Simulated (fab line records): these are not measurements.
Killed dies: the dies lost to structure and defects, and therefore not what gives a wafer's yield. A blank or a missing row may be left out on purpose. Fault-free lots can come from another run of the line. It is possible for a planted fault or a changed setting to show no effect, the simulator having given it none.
fab line records	flow gf180mcu
record lots=24	wafers=72	last-day=34
route steps=602 shown V2@386 V3@454 M4@460 V5@555 PASSIVATION@599
lots untouched by any fault: they come from a run of this same line in which no faults occurred
start-h: hours from the record's first day to the start of the lot's first wafer shown	wait-h: hours since the lot's step before	" identical to the entry in the row above	L1.1+2: a single row standing in for several wafers	- either no value or no given start	* or withheld: withheld	< > ~ a bound
route shown NAME@n: names a module that has steps shown in the file, with the first one's number in the route	usual: mean/standard deviation taken from wafers without a fault	same: alike in all rows	chamber/n: place in a boat	sites: the reading at each site	_std_site: the standard deviation of these	_edge_site: inner sites' mean taken away from outer sites' mean	radius-mm: how far each site lies from the wafer's centre	mask NAME#n: copy n	behind: the last tool/chamber to shape the wafer	hold: why the lot went on hold/how many hours it stayed there/how the hold came to an end	device: whichever transistor did not switch (one of n, p or np)	end of line: tests of these same wafers at the route's end	a step given without rows: its recipe and nothing more	killed: dies lost to structure and defects at the first sort, not the wafer's yield	map: shows each die of a wafer: x if killed, . if not, _ if none is there
set.NAME: the run value of the setting; set.NAME@STEP: its run value at that earlier step	model.NAME: the simulator's own value behind a step, which no gauge read
the route's steps for a sample of lots (tables are steps, rows are wafers)
services: from which hour (start-h, from the record's first day; less than 0 if before it) a tool's chamber was out of use, for how many hours, and why
## steps
# step GF_V2_CMP_04
# recipe material=SiO2	down-force-psi=4	platen-rpm=60	pad-velocity-m-s=0.94248
# usual motor-current-A=12.1/1.5	time-to-endpoint-s=80/5.1
lot.wafer	tool	chamber	start-h	wait-h	motor-current-A	time-to-endpoint-s
L074.3	cmp-01	2	438.92	0.0	11.7	78
L074.4	"	1	"	"	9.7	82
L074.5	"	3	"	"	13.5	70
L075.3	cmp-02	0	456.71	0.0	12.8	68
L075.2	"	2	"	"	11.1	75
L075.4	"	3	"	"	11.6	74
L077.3	cmp-02	2	466.60	0.1	10.3	76
L077.1	"	3	"	"	12.4	68
L077.5	"	1	"	"	13.4	74
L076.4	cmp-02	0	468.78	0.2	12.8	80
L076.2	"	3	"	"	12.0	71
L076.6	"	1	"	"	13.6	77
L078.4	cmp-02	2	474.23	0.1	11.2	81
L078.2	"	3	"	"	12.7	75
L078.5	"	1	"	"	14.1	79
L079.4	cmp-02	1	489.35	0.3	12.8	78
L079.1	"	0	"	"	13.5	75
L079.6	"	2	"	"	10.5	84
L080.3	cmp-01	2	492.27	0.2	12.0	81
L080.6	"	3	"	"	14.2	77
L080.5	"	0	"	"	9.8	86
L081.3	cmp-01	1	507.29	0.0	10.6	81
L081.2	"	0	"	"	9.9	76
L081.6	"	2	"	"	12.0	76
L082.3	cmp-01	2	514.63	0.0	12.0	88
L082.4	"	1	"	"	10.0	84
L082.6	"	3	"	"	12.9	79
L083.3	cmp-01	2	523.45	0.1	12.5	79
L083.4	"	3	"	"	13.8	83
L083.5	"	0	"	"	10.1	87
L084.2	cmp-02	1	536.24	0.1	13.2	83
L084.5	"	3	"	"	12.7	87
L084.6	"	0	"	"	13.2	80
L085.3	cmp-02	0	541.22	0.1	13.5	77
L085.2	"	2	"	"	10.9	81
L085.5	"	0	"	"	13.1	84
L086.2	cmp-02	2	545.37	0.0	10.9	84
L086.1	"	3	"	"	12.4	79
L086.5	"	2	"	"	11.5	86
L087.3	cmp-01	2	558.68	0.0	11.8	78
L087.2	"	3	"	"	14.2	73
L087.6	"	2	"	"	11.6	84
L088.4	cmp-01	3	567.67	0.2	14.0	73
L088.5	"	0	"	"	10.4	84
L088.6	"	1	"	"	10.7	86
L089.4	cmp-01	0	568.18	0.0	10.5	84
L089.2	"	2	"	"	12.0	80
L089.5	"	0	"	"	9.9	87
L090.4	cmp-02	2	573.64	0.0	11.7	86
L090.2	"	3	"	"	12.3	83
L090.5	"	3	"	"	12.2	81
L091.4	cmp-02	1	591.52	0.2	14.2	78
L091.5	"	2	"	"	11.2	93
L091.6	"	3	"	"	13.0	83
L092.2	cmp-01	3	593.54	0.1	14.2	77
L092.3	"	0	"	"	10.1	84
L092.1	"	1	"	"	9.7	85
L093.4	cmp-02	2	596.19	0.0	11.1	93
L093.2	"	0	"	"	12.3	84
L093.5	"	2	"	"	11.4	92
L094.4	cmp-01	3	603.12	0.1	13.9	77
L094.2	"	0	"	"	10.0	82
L094.3	"	1	"	"	9.7	80
L095.1	cmp-02	0	630.44	0.1	13.6	81
L095.2	"	2	"	"	11.3	73
L095.6	"	1	"	"	14.1	90
L096.1	cmp-01	1	631.99	0.1	9.8	77
L096.4	"	2	"	"	12.4	79
L096.2	"	0	"	"	10.4	79
L097.2	cmp-02	1	634.61	0.0	13.2	72
L097.1	"	2	"	"	11.0	76
L097.3	"	3	"	"	13.0	73
# step GF_V3_THK_MEAS_25
# recipe thk-meas-gauge=xrf	reads=W_of_V3_CVD_23
# usual V3_W_THK=360/6.6
lot.wafer	tool	chamber	start-h	wait-h	V3_W_THK[nm]
L074.3	film-metro-03	-	516.04	0.1	367
L074.4	"	-	"	"	366
L074.5	"	-	"	"	368
L075.2	film-metro-02	-	531.48	0.1	359
L075.3	"	-	"	"	357
L075.4	"	-	"	"	363
L077.1	film-metro-02	-	541.91	0.1	361
L077.3	"	-	"	"	360
L077.5	"	-	"	"	356
L076.2	film-metro-02	-	544.55	0.1	365
L076.4	"	-	"	"	360
L076.6	"	-	"	"	362
L078.2	film-metro-01	-	549.57	0.1	350
L078.4	"	-	"	"	347
L078.5	"	-	"	"	343
L079.1	film-metro-02	-	563.85	0.1	361
L079.4	"	-	"	"	365
L079.6	"	-	"	"	355
L080.3	film-metro-03	-	567.10	0.1	358
L080.5	"	-	"	"	355
L080.6	"	-	"	"	364
L081.2	film-metro-03	-	579.93	0.1	362
L081.3	"	-	"	"	373
L081.6	"	-	"	"	371
L082.3	film-metro-03	-	587.36	0.1	359
L082.4	"	-	"	"	360
L082.6	"	-	"	"	362
L083.3	film-metro-01	-	594.87	0.1	350
L083.4	"	-	"	"	354
L083.5	"	-	"	"	352
L084.2	film-metro-03	-	606.76	0.1	368
L084.5	"	-	"	"	366
L084.6	"	-	"	"	365
L085.2	film-metro-03	-	611.74	0.1	364
L085.3	"	-	"	"	362
L085.5	"	-	"	"	358
L086.1	film-metro-03	-	615.33	0.1	360
L086.2	"	-	"	"	358
L086.5	"	-	"	"	364
L087.2	film-metro-01	-	626.75	0.1	344
L087.3	"	-	"	"	347
L087.6	"	-	"	"	347
L088.4	film-metro-02	-	636.04	0.1	362
L088.5	"	-	"	"	354
L088.6	"	-	"	"	364
L089.2	film-metro-01	-	636.18	0.1	356
L089.4	"	-	"	"	347
L089.5	"	-	"	"	350
L090.2	film-metro-03	-	642.13	0.1	364
L090.4	"	-	"	"	361
L090.5	"	-	"	"	360
L091.4	film-metro-03	-	659.00	0.1	365
L091.5	"	-	"	"	365
L091.6	"	-	"	"	364
L092.1	film-metro-03	-	660.22	0.1	369
L092.2	"	-	"	"	366
L092.3	"	-	"	"	374
L093.2	film-metro-02	-	662.48	0.1	355
L093.4	"	-	"	"	362
L093.5	"	-	"	"	355
L094.2	film-metro-03	-	668.51	0.1	370
L094.3	"	-	"	"	365
L094.4	"	-	"	"	361
L095.1	film-metro-02	-	694.06	0.1	362
L095.2	"	-	"	"	357
L095.6	"	-	"	"	362
L096.1	film-metro-03	-	694.45	0.1	366
L096.2	"	-	"	"	355
L096.4	"	-	"	"	366
L097.1	film-metro-01	-	697.88	0.1	357
L097.2	"	-	"	"	355
L097.3	"	-	"	"	354
# step GF_M4_SPUTTER_04
# recipe material=TiN	target-thk-nm=50	power-w=6500	time-s=41.7	chamber-pressure-pa=0.4
# usual throttle-valve-pct=30.1/1
lot.wafer	tool	chamber	start-h	wait-h	throttle-valve-pct
L074.3	pvd-sputter-01	-	516.56	0.0	29.8
L074.4	"	-	"	"	30.2
L074.5	"	-	"	"	29.8
L075.2	pvd-sputter-02	-	532.01	0.0	27.3
L075.3	"	-	"	"	31.0
L075.4	"	-	"	"	30.8
L077.1	pvd-sputter-02	-	542.45	0.0	27.5
L077.3	"	-	"	"	30.9
L077.5	"	-	"	"	30.9
L076.2	pvd-sputter-02	-	545.08	0.0	30.4
L076.4	"	-	"	"	31.2
L076.6	"	-	"	"	30.6
L078.2	pvd-sputter-01	-	550.10	0.0	29.8
L078.4	"	-	"	"	29.8
L078.5	"	-	"	"	29.7
L079.1	pvd-sputter-01	-	564.40	0.0	30.5
L079.4	"	-	"	"	30.8
L079.6	"	-	"	"	30.0
L080.3	pvd-sputter-01	-	567.62	0.0	30.6
L080.5	"	-	"	"	29.8
L080.6	"	-	"	"	30.9
L081.2	pvd-sputter-01	-	580.47	0.0	29.8
L081.3	"	-	"	"	29.9
L081.6	"	-	"	"	29.5
L082.3	pvd-sputter-02	-	587.94	0.0	27.8
L082.4	"	-	"	"	31.2
L082.6	"	-	"	"	31.1
L083.3	pvd-sputter-02	-	595.39	0.0	31.1
L083.4	"	-	"	"	30.9
L083.5	"	-	"	"	30.9
L084.2	pvd-sputter-02	-	607.29	0.0	31.0
L084.5	"	-	"	"	30.8
L084.6	"	-	"	"	27.7
L085.2	pvd-sputter-02	-	612.27	0.0	27.7
L085.3	"	-	"	"	31.1
L085.5	"	-	"	"	30.8
L086.1	pvd-sputter-01	-	615.87	0.0	29.6
L086.2	"	-	"	"	30.7
L086.5	"	-	"	"	30.3
L087.2	pvd-sputter-01	-	627.28	0.0	30.1
L087.3	"	-	"	"	30.7
L087.6	"	-	"	"	29.8
L088.4	pvd-sputter-01	-	636.57	0.0	30.6
L088.5	"	-	"	"	30.6
L088.6	"	-	"	"	29.9
L089.2	pvd-sputter-02	-	636.71	0.0	30.8
L089.4	"	-	"	"	30.6
L089.5	"	-	"	"	30.9
L090.2	pvd-sputter-02	-	642.66	0.0	31.0
L090.4	"	-	"	"	27.7
L090.5	"	-	"	"	30.8
L091.4	pvd-sputter-02	-	659.51	0.0	30.8
L091.5	"	-	"	"	31.1
L091.6	"	-	"	"	27.8
L092.1	pvd-sputter-02	-	660.76	0.0	30.9
L092.2	"	-	"	"	27.7
L092.3	"	-	"	"	30.7
L093.2	pvd-sputter-01	-	663.01	0.0	30.7
L093.4	"	-	"	"	30.6
L093.5	"	-	"	"	30.7
L094.2	pvd-sputter-02	-	669.05	0.0	30.7
L094.3	"	-	"	"	30.6
L094.4	"	-	"	"	27.6
L095.1	pvd-sputter-02	-	694.61	0.0	30.7
L095.2	"	-	"	"	30.8
L095.6	"	-	"	"	31.0
L096.1	pvd-sputter-01	-	695.00	0.0	29.6
L096.2	"	-	"	"	30.4
L096.4	"	-	"	"	29.8
L097.1	pvd-sputter-01	-	698.42	0.0	30.7
L097.2	"	-	"	"	30.7
L097.3	"	-	"	"	29.7
# step GF_M4_CD_MEAS_14
# recipe target-cd-nm=280
# usual cd-nm=279.8/1.3
lot.wafer	tool	chamber	start-h	wait-h	cd-nm
L074.3	cd-sem-01	-	539.44	0.1	278.6
L074.4	"	-	"	"	278.9
L074.5	"	-	"	"	279.5
L075.2	cd-sem-02	-	554.34	0.1	278.3
L075.3	"	-	"	"	278.9
L075.4	"	-	"	"	278.6
L077.1	cd-sem-02	-	565.37	0.1	281.1
L077.3	"	-	"	"	280.4
L077.5	"	-	"	"	280.8
L076.2	cd-sem-02	-	568.04	0.1	279.1
L076.4	"	-	"	"	278.2
L076.6	"	-	"	"	278.7
L078.2	cd-sem-01	-	572.47	0.1	280.4
L078.4	"	-	"	"	281.5
L078.5	"	-	"	"	280.6
L079.1	cd-sem-02	-	586.40	0.1	280.0
L079.4	"	-	"	"	281.2
L079.6	"	-	"	"	280.2
L080.3	cd-sem-01	-	589.41	0.1	278.2
L080.5	"	-	"	"	279.2
L080.6	"	-	"	"	278.1
L081.2	cd-sem-01	-	601.72	0.1	280.8
L081.3	"	-	"	"	280.2
L081.6	"	-	"	"	279.6
L082.3	cd-sem-02	-	609.44	0.1	280.0
L082.4	"	-	"	"	280.4
L082.6	"	-	"	"	279.8
L083.3	cd-sem-02	-	616.66	0.1	277.2
L083.4	"	-	"	"	278.3
L083.5	"	-	"	"	278.0
L084.2	cd-sem-02	-	628.12	0.1	279.3
L084.5	"	-	"	"	279.4
L084.6	"	-	"	"	277.9
L085.2	cd-sem-01	-	632.79	0.1	279.3
L085.3	"	-	"	"	280.0
L085.5	"	-	"	"	279.6
L086.1	cd-sem-02	-	635.87	0.1	281.0
L086.2	"	-	"	"	281.6
L086.5	"	-	"	"	281.0
L087.2	cd-sem-01	-	648.19	0.1	281.7
L087.3	"	-	"	"	282.1
L087.6	"	-	"	"	280.9
L088.4	cd-sem-01	-	656.88	0.1	279.9
L088.5	"	-	"	"	279.6
L088.6	"	-	"	"	280.5
L089.2	cd-sem-01	-	657.19	0.1	280.1
L089.4	"	-	"	"	279.7
L089.5	"	-	"	"	279.5
L090.2	cd-sem-01	-	662.28	0.1	280.0
L090.4	"	-	"	"	279.7
L090.5	"	-	"	"	279.9
L091.4	cd-sem-01	-	679.23	0.1	276.2
L091.5	"	-	"	"	276.3
L091.6	"	-	"	"	276.8
L092.1	cd-sem-02	-	679.52	0.1	279.8
L092.2	"	-	"	"	280.1
L092.3	"	-	"	"	280.6
L093.2	cd-sem-01	-	682.68	0.1	281.2
L093.4	"	-	"	"	282.0
L093.5	"	-	"	"	281.0
L094.2	cd-sem-01	-	688.02	0.1	280.9
L094.3	"	-	"	"	279.3
L094.4	"	-	"	"	278.9
L095.1	cd-sem-02	-	712.52	0.2	279.6
L095.2	"	-	"	"	278.7
L095.6	"	-	"	"	280.0
L096.1	cd-sem-01	-	713.60	0.1	279.6
L096.2	"	-	"	"	279.8
L096.4	"	-	"	"	281.2
L097.1	cd-sem-02	-	716.82	0.1	280.4
L097.2	"	-	"	"	279.6
L097.3	"	-	"	"	280.0
# step GF_V5_OVL_MEAS_15
# usual V5_OVL=2/4.9
lot.wafer	tool	chamber	start-h	wait-h	V5_OVL[nm]
L074.3	overlay-01	-	631.45	0.1	1
L074.4	"	-	"	"	6
L074.5	"	-	"	"	7
L075.2	overlay-01	-	643.87	0.1	3
L075.3	"	-	"	"	10
L075.4	"	-	"	"	-1
L077.1	overlay-01	-	654.37	0.1	-6
L077.3	"	-	"	"	-5
L077.5	"	-	"	"	-3
L076.2	overlay-01	-	656.84	0.1	6
L076.4	"	-	"	"	7
L076.6	"	-	"	"	7
L078.2	overlay-02	-	662.09	0.1	10
L078.4	"	-	"	"	13
L078.5	"	-	"	"	13
L079.1	overlay-02	-	673.13	0.1	5
L079.4	"	-	"	"	-6
L079.6	"	-	"	"	-1
L080.3	overlay-02	-	676.00	0.1	11
L080.5	"	-	"	"	-2
L080.6	"	-	"	"	5
L081.2	overlay-02	-	686.74	0.1	5
L081.3	"	-	"	"	1
L081.6	"	-	"	"	6
L082.3	overlay-02	-	693.95	0.1	5
L082.4	"	-	"	"	5
L082.6	"	-	"	"	2
L083.3	overlay-01	-	701.35	0.1	4
L083.4	"	-	"	"	-4
L083.5	"	-	"	"	4
L084.2	overlay-02	-	710.17	0.1	-1
L084.5	"	-	"	"	8
L084.6	"	-	"	"	-2
L085.2	overlay-02	-	714.89	0.1	6
L085.3	"	-	"	"	1
L085.5	"	-	"	"	2
L086.1	overlay-01	-	718.77	0.1	-4
L086.2	"	-	"	"	-3
L086.5	"	-	"	"	-4
L087.2	overlay-02	-	728.17	0.1	4
L087.3	"	-	"	"	-7
L087.6	"	-	"	"	-5
L088.4	overlay-01	-	736.93	0.1	3
L088.5	"	-	"	"	3
L088.6	"	-	"	"	-1
L089.2	overlay-02	-	737.57	0.1	8
L089.4	"	-	"	"	10
L089.5	"	-	"	"	3
L090.2	overlay-01	-	742.14	0.1	3
L090.4	"	-	"	"	-2
L090.5	"	-	"	"	3
L091.4	overlay-02	-	755.25	0.1	-7
L091.5	"	-	"	"	0
L091.6	"	-	"	"	0
L092.1	overlay-02	-	757.23	0.1	-1
L092.2	"	-	"	"	-6
L092.3	"	-	"	"	-1
L093.2	overlay-01	-	759.59	0.1	1
L093.4	"	-	"	"	4
L093.5	"	-	"	"	-2
L094.2	overlay-02	-	763.64	0.1	0
L094.3	"	-	"	"	7
L094.4	"	-	"	"	8
L095.1	overlay-02	-	784.57	0.1	-2
L095.2	"	-	"	"	8
L095.6	"	-	"	"	2
L096.1	overlay-02	-	785.43	0.1	3
L096.2	"	-	"	"	6
L096.4	"	-	"	"	4
L097.1	overlay-01	-	787.23	0.1	-2
L097.2	"	-	"	"	-1
L097.3	"	-	"	"	-2
# step GF_PASSIVATION_STRIP_12
# recipe chemistry=O2/N2	power-w=1400	pressure-mtorr=1500	platen-temp-c=250	o2-flow-sccm=3000	n2-flow-sccm=300	overash-fraction=0.5
# usual drypump-motor-current-A=5.9/0.42	heater-power-w=334/40	oes-product-au=0.719/0.0044	strip-time-to-endpoint-s=34.6/0.35
# same overash-fraction=0.5
lot.wafer	tool	chamber	start-h	wait-h	drypump-motor-current-A	heater-power-w	oes-product-au	rf-hours-counter-h	strip-time-to-endpoint-s
L074.3	plasma-asher-01	1	674.72	0.2	5.8	394	0.720	-	34.7
L074.4	"	0	"	"	6.1	350	0.715	-	34.3
L074.5	"	0	"	"	6.1	358	0.710	-	34.5
L075.2	plasma-asher-04	0	685.98	0.2	6.5	309	0.724	93	34.5
L075.3	"	1	"	"	5.2	284	0.717	-	34.4
L075.4	"	0	"	"	6.4	309	0.714	-	34.2
L077.1	plasma-asher-02	1	695.99	0.1	5.8	319	0.720	63	33.8
L077.3	"	0	"	"	6.1	344	0.720	-	34.4
L077.5	"	1	"	"	5.8	330	0.717	-	34.3
L076.2	plasma-asher-04	0	699.09	0.1	6.4	306	0.724	94	35.2
L076.4	"	1	"	"	5.2	287	0.725	-	35.1
L076.6	"	0	"	"	6.4	304	0.726	-	34.9
L078.2	plasma-asher-04	1	703.76	0.1	5.3	288	0.713	95	34.7
L078.4	"	1	"	"	5.3	286	0.718	-	34.6
L078.5	"	1	"	"	5.3	285	0.722	-	34.6
L079.1	plasma-asher-04	1	714.19	0.1	5.3	291	0.715	96	34.0
L079.4	"	0	"	"	6.5	310	0.712	-	34.1
L079.6	"	1	"	"	5.3	287	0.719	-	34.9
L080.3	plasma-asher-01	1	715.72	0.2	5.8	401	0.716	-	35.1
L080.5	"	0	"	"	6.1	359	0.715	-	35.1
L080.6	"	1	"	"	5.8	404	0.722	-	34.9
L081.2	plasma-asher-04	0	726.46	0.1	6.4	302	0.724	97	35.1
L081.3	"	1	"	"	5.3	288	0.722	-	34.5
L081.6	"	1	"	"	5.2	288	0.712	-	34.2
L082.3	plasma-asher-01	1	733.44	0.2	5.8	398	0.718	-	34.3
L082.4	"	0	"	"	6.1	359	0.721	-	35.0
L082.6	"	0	"	"	6.1	351	0.722	-	35.2
L083.3	plasma-asher-04	1	739.72	0.2	5.3	293	0.724	-	34.2
L083.4	"	0	"	"	6.4	318	0.717	-	34.4
L083.5	"	1	"	"	5.3	291	0.716	-	34.4
L084.2	plasma-asher-04	1	748.89	0.1	5.3	285	0.722	100	34.9
L084.5	"	0	"	"	6.4	307	0.715	-	34.8
L084.6	"	1	"	"	5.3	292	0.730	-	35.2
L085.2	plasma-asher-01	0	752.56	0.1	6.1	349	0.723	31	34.8
L085.3	"	1	"	"	5.8	412	0.712	-	35.1
L085.5	"	0	"	"	6.1	358	0.715	-	35.0
L086.1	plasma-asher-04	0	756.06	0.1	6.4	299	0.716	101	34.4
L086.2	"	1	"	"	5.3	280	0.714	101	34.3
L086.5	"	1	"	"	5.3	290	0.718	-	34.3
L087.2	plasma-asher-01	0	765.19	0.1	6.1	356	0.721	33	34.4
L087.3	"	0	"	"	6.1	353	0.716	-	34.4
L087.6	"	0	"	"	6.1	356	0.714	-	35.2
L088.4	plasma-asher-04	0	773.12	0.2	6.4	306	0.721	-	34.8
L088.5	"	1	"	"	5.3	291	0.729	-	34.8
L088.6	"	0	"	"	6.4	307	0.719	-	34.6
L089.2	plasma-asher-04	0	774.19	0.1	6.5	305	0.718	103	35.2
L089.4	"	1	"	"	5.3	293	0.717	-	34.4
L089.5	"	0	"	"	6.5	313	0.718	-	35.1
L090.2	plasma-asher-01	1	778.09	0.1	5.8	396	0.721	34	34.7
L090.4	"	0	"	"	6.1	351	0.726	-	34.4
L090.5	"	1	"	"	5.8	410	0.711	-	34.7
L091.4	plasma-asher-02	0	789.72	0.2	6.1	333	0.723	-	34.9
L091.5	"	0	"	"	6.1	346	0.720	-	34.7
L091.6	"	1	"	"	5.8	328	0.722	-	34.7
L092.1	plasma-asher-01	1	791.86	0.1	5.8	395	0.725	37	34.3
L092.2	"	0	"	"	6.1	355	0.723	37	34.8
L092.3	"	1	"	"	5.8	400	0.721	-	35.3
L093.2	plasma-asher-01	1	794.38	0.1	5.8	403	0.720	37	35.2
L093.4	"	1	"	"	5.8	398	0.720	-	34.2
L093.5	"	0	"	"	6.1	352	0.714	-	34.2
L094.2	plasma-asher-02	0	797.86	0.1	6.1	349	0.725	75	35.2
L094.3	"	0	"	"	6.1	334	0.723	-	34.8
L094.4	"	1	"	"	5.8	320	0.720	-	35.7
L095.1	plasma-asher-04	1	817.03	0.1	5.3	281	0.718	106	34.6
L095.2	"	0	"	"	6.4	302	0.719	106	34.8
L095.6	"	1	"	"	5.2	289	0.714	-	35.3
L096.1	plasma-asher-01	0	817.96	0.1	6.1	359	0.717	40	34.4
L096.2	"	1	"	"	5.8	412	0.713	40	34.4
L096.4	"	0	"	"	6.1	358	0.718	-	34.4
L097.1	plasma-asher-02	0	819.73	0.1	6.1	341	0.723	77	34.5
L097.2	"	1	"	"	5.8	322	0.708	77	34.6
L097.3	"	1	"	"	5.8	324	0.722	-	34.6
## services
tool	chamber	start-h	hours	kind
plasma-asher-01	-	421.25	9.0	pm
plasma-asher-04	-	429.04	2.0	repair
cmp-02	-	459.45	1.1	repair
cmp-02	-	461.29	1.4	repair
cmp-01	-	468.24	2.5	repair
cmp-02	-	470.20	1.7	repair
cmp-01	-	474.88	1.4	repair
pvd-sputter-01	-	492.64	5.8	repair
cmp-01	-	499.15	5.0	pm
plasma-asher-01	-	527.99	16.6	repair
pvd-sputter-02	-	557.98	23.9	repair
pvd-sputter-01	-	571.10	2.4	repair
cmp-01	-	580.65	2.4	repair
cmp-01	-	587.00	4.0	pm
cmp-02	-	659.79	1.1	repair
cmp-02	-	682.73	2.5	repair
pvd-sputter-02	-	687.25	5.4	repair
cmp-02	-	709.68	2.8	repair
cmp-02	-	718.33	4.8	pm
pvd-sputter-01	-	737.19	4.5	repair
cmp-02	-	745.41	4.0	pm
cmp-02	-	751.61	0.9	repair
plasma-asher-04	-	784.42	20.3	repair
cmp-02	-	792.28	4.1	repair
## key
fault none
